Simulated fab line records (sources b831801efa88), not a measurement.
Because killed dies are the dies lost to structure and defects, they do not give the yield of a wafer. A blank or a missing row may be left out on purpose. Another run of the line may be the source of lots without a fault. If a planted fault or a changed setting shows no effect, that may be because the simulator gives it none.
What tool caused it? :: flow sky130 :: 12 lots, 36 wafers sampled, at 4 steps of a route of 708

## WHAT EACH GAUGE READ, for each wafer
SKY_FIELD_ISO_THK_MEAS_23.
lot: L309
measured: day 2 14:40
on: filmMetro-02
FIELD_ISO_OXIDATION_01_THK (nm): 10.05 9.87 9.85

lot: L311
measured: day 3 06:27
on: filmMetro-02
FIELD_ISO_OXIDATION_01_THK (nm): 9.63 9.77 9.79

lot: L313
measured: day 3 06:27
on: filmMetro-03
FIELD_ISO_OXIDATION_01_THK (nm): 9.73 9.82 9.94

lot: L314
measured: day 3 14:23
on: filmMetro-04
FIELD_ISO_OXIDATION_01_THK (nm): 9.89 10.13 9.91

lot: L316
measured: day 3 23:54
on: filmMetro-04
FIELD_ISO_OXIDATION_01_THK (nm): 9.83 10.04 9.84

lot: L315
measured: day 3 23:55
on: filmMetro-03
FIELD_ISO_OXIDATION_01_THK (nm): 9.95 9.86 9.91

lot: L322
measured: day 5 03:29
on: filmMetro-02
FIELD_ISO_OXIDATION_01_THK (nm): 10.31 10.27 10.31

lot: L323
measured: day 5 06:59
on: filmMetro-02
FIELD_ISO_OXIDATION_01_THK (nm): 10.29 10.12 10.19

lot: L326
measured: day 6 00:58
on: filmMetro-02
FIELD_ISO_OXIDATION_01_THK (nm): 9.70 9.70 9.62

lot: L328
measured: day 6 13:05
on: filmMetro-02
FIELD_ISO_OXIDATION_01_THK (nm): 10.00 9.92 10.07

lot: L329
measured: day 6 17:02
on: filmMetro-02
FIELD_ISO_OXIDATION_01_THK (nm): 10.29 10.33 10.35

lot: L331
measured: day 7 06:57
on: filmMetro-04
FIELD_ISO_OXIDATION_01_THK (nm): 9.95 10.08 10.14

SKY_NWELL_OVL_MEAS_10.
lot: L309
measured: day 5 05:22
on: overlay-02
NWELL_00_OVL (nm): 0.2 -2.3 -0.8

lot: L311
measured: day 5 22:11
on: overlay-01
NWELL_00_OVL (nm): 0.8 0.8 1.5

lot: L313
measured: day 5 23:59
on: overlay-02
NWELL_00_OVL (nm): 171.4 171.4 170.1

lot: L314
measured: day 6 06:53
on: overlay-02
NWELL_00_OVL (nm): 169.3 168.5 169.6

lot: L316
measured: day 6 11:41
on: overlay-01
NWELL_00_OVL (nm): 171.3 170.5 172.0

lot: L315
measured: day 6 12:02
on: overlay-02
NWELL_00_OVL (nm): 169.4 169.9 170.0

lot: L322
measured: day 7 15:46
on: overlay-01
NWELL_00_OVL (nm): 2.2 0.5 0.8

lot: L323
measured: day 7 23:29
on: overlay-02
NWELL_00_OVL (nm): -0.6 0.1 -0.1

lot: L326
measured: day 8 16:15
on: overlay-02
NWELL_00_OVL (nm): 1.8 0.2 1.5

lot: L328
measured: day 9 05:17
on: overlay-01
NWELL_00_OVL (nm): 0.8 -0.5 0.7

lot: L329
measured: day 9 16:56
on: overlay-01
NWELL_00_OVL (nm): 2.8 3.9 2.6

lot: L331
measured: day 10 04:17
on: overlay-01
NWELL_00_OVL (nm): 2.0 0.3 0.3

## WHICH TOOL RAN EACH LOT (tool, then ch and the chambers of the sampled wafers, then the start)
lot: L309
SKY_FIELD_ISO_CMP_27: cmp-02 ch 1,3, day 2 20:34
SKY_NWELL_EXPOSE_07: ilineStepper-01 ch 0, day 4 20:50

lot: L311
SKY_FIELD_ISO_CMP_27: cmp-01 ch 0,1, day 3 11:59
SKY_NWELL_EXPOSE_07: ilineStepper-01 ch 0, day 5 13:49

lot: L313
SKY_FIELD_ISO_CMP_27: cmp-01 ch 0,2,3, day 3 12:17
SKY_NWELL_EXPOSE_07: ilineStepper-01 ch 0, day 5 15:45

lot: L314
SKY_FIELD_ISO_CMP_27: cmp-01 ch 0,3, day 3 21:43
SKY_NWELL_EXPOSE_07: ilineStepper-01 ch 0, day 5 21:51

lot: L316
SKY_FIELD_ISO_CMP_27: cmp-01 ch 0,2,3, day 4 02:45
SKY_NWELL_EXPOSE_07: ilineStepper-01 ch 0, day 6 02:29

lot: L315
SKY_FIELD_ISO_CMP_27: cmp-01 ch 0,1,2, day 4 03:09
SKY_NWELL_EXPOSE_07: ilineStepper-01 ch 0, day 6 02:40

lot: L322
SKY_FIELD_ISO_CMP_27: cmp-02 ch 0,1,2, day 5 05:11
SKY_NWELL_EXPOSE_07: ilineStepper-02 ch 0, day 7 06:39

lot: L323
SKY_FIELD_ISO_CMP_27: cmp-02 ch 0,1, day 5 11:10
SKY_NWELL_EXPOSE_07: ilineStepper-02 ch 0, day 7 13:13

lot: L326
SKY_FIELD_ISO_CMP_27: cmp-01 ch 1,2, day 6 03:53
SKY_NWELL_EXPOSE_07: ilineStepper-02 ch 0, day 8 06:46

lot: L328
SKY_FIELD_ISO_CMP_27: cmp-01 ch 0,1,2, day 6 14:52
SKY_NWELL_EXPOSE_07: ilineStepper-02 ch 0, day 8 19:30

lot: L329
SKY_FIELD_ISO_CMP_27: cmp-02 ch 0,2,3, day 6 20:49
SKY_NWELL_EXPOSE_07: ilineStepper-02 ch 0, day 9 05:56

lot: L331
SKY_FIELD_ISO_CMP_27: cmp-02 ch 0,1, day 7 10:00
SKY_NWELL_EXPOSE_07: ilineStepper-02 ch 0, day 9 17:35
- SKY_FIELD_ISO_CMP_27: polishes, stops on Si3N4, t overpolish 16 s, target thk 457.8 nm.
- SKY_NWELL_EXPOSE_07: exposes mask NWM, target cd 840 nm.

## WHAT THE TOOLS THEMSELVES READ (means of the sampled wafers that have a number; where no wafer has one, the mark that the record gives instead)
SKY_FIELD_ISO_CMP_27.
lot: L309
tool: cmp-02
motorCurrentA (A): 12.1
overpolishRunS (s): 15.997
timeToEndpointS (s): 112

lot: L311
tool: cmp-01
motorCurrentA (A): 11.8
overpolishRunS (s): 16.002
timeToEndpointS (s): 112

lot: L313
tool: cmp-01
motorCurrentA (A): 12.0
overpolishRunS (s): 15.999
timeToEndpointS (s): 110

lot: L314
tool: cmp-01
motorCurrentA (A): 11.5
overpolishRunS (s): 15.998
timeToEndpointS (s): 112

lot: L316
tool: cmp-01
motorCurrentA (A): 11.7
overpolishRunS (s): 16.006
timeToEndpointS (s): 112

lot: L315
tool: cmp-01
motorCurrentA (A): 12.4
overpolishRunS (s): 16.002
timeToEndpointS (s): 110

lot: L322
tool: cmp-02
motorCurrentA (A): 11.8
overpolishRunS (s): 15.998
timeToEndpointS (s): 113

lot: L323
tool: cmp-02
motorCurrentA (A): 12.5
overpolishRunS (s): 15.997
timeToEndpointS (s): 111

lot: L326
tool: cmp-01
motorCurrentA (A): 12.8
overpolishRunS (s): 16.009
timeToEndpointS (s): 108

lot: L328
tool: cmp-01
motorCurrentA (A): 12.5
overpolishRunS (s): 15.996
timeToEndpointS (s): 110

lot: L329
tool: cmp-02
motorCurrentA (A): 11.9
overpolishRunS (s): 16.004
timeToEndpointS (s): 111

lot: L331
tool: cmp-02
motorCurrentA (A): 12.3
overpolishRunS (s): 15.993
timeToEndpointS (s): 113

## THE ANSWER, worked out from the rows above alone
Rule: usual is defined by the lots themselves. Put in order of their means at a reading, lots are off if they are a third of the lots or fewer, leave a main group of 4 or more, and stand apart from it by a gap of 3 or more times the standard deviation of the main group's means; of several such gaps the widest counts. A main group is skipped when, at the precision printed for the reading in the tables above, its means are all equal. A lot without any number at a reading at which 4 lots or more have one is off too. All remaining lots with rows at the step are treated as sound. The gauges are gone through in route order, then the tools' own readings, and for those a lot's mean is taken as printed above. At the first step where some lot is off, the reading lying furthest off is the one used; lots without a number count as furthest.
Off: at SKY_NWELL_OVL_MEAS_10 (NWELL_00_OVL), L313, L314, L316, L315. The main group: mean 0.8 nm, standard deviation 1.1.
A tool fits if, at a process step before that reading, it ran every lot that is off, and no sound lot after the first of them. Those tools and the gauges at SKY_NWELL_OVL_MEAS_10 are tried in the same way. One fits: ilineStepper-01 at SKY_NWELL_EXPOSE_07. Its last sound lot is L311 (day 5 13:49), its first lot that is off L313 (day 5 15:45): a fault that began between those two fits.

## WHAT WAS PUT IN BY THE SIMULATOR
Scanner matching overlay: ilineStepper-01, from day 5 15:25 on, at SKY_NWELL_EXPOSE_07. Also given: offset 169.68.
Shown lots that were struck: L313, L314, L316, L315. The rule above reached the same finding.
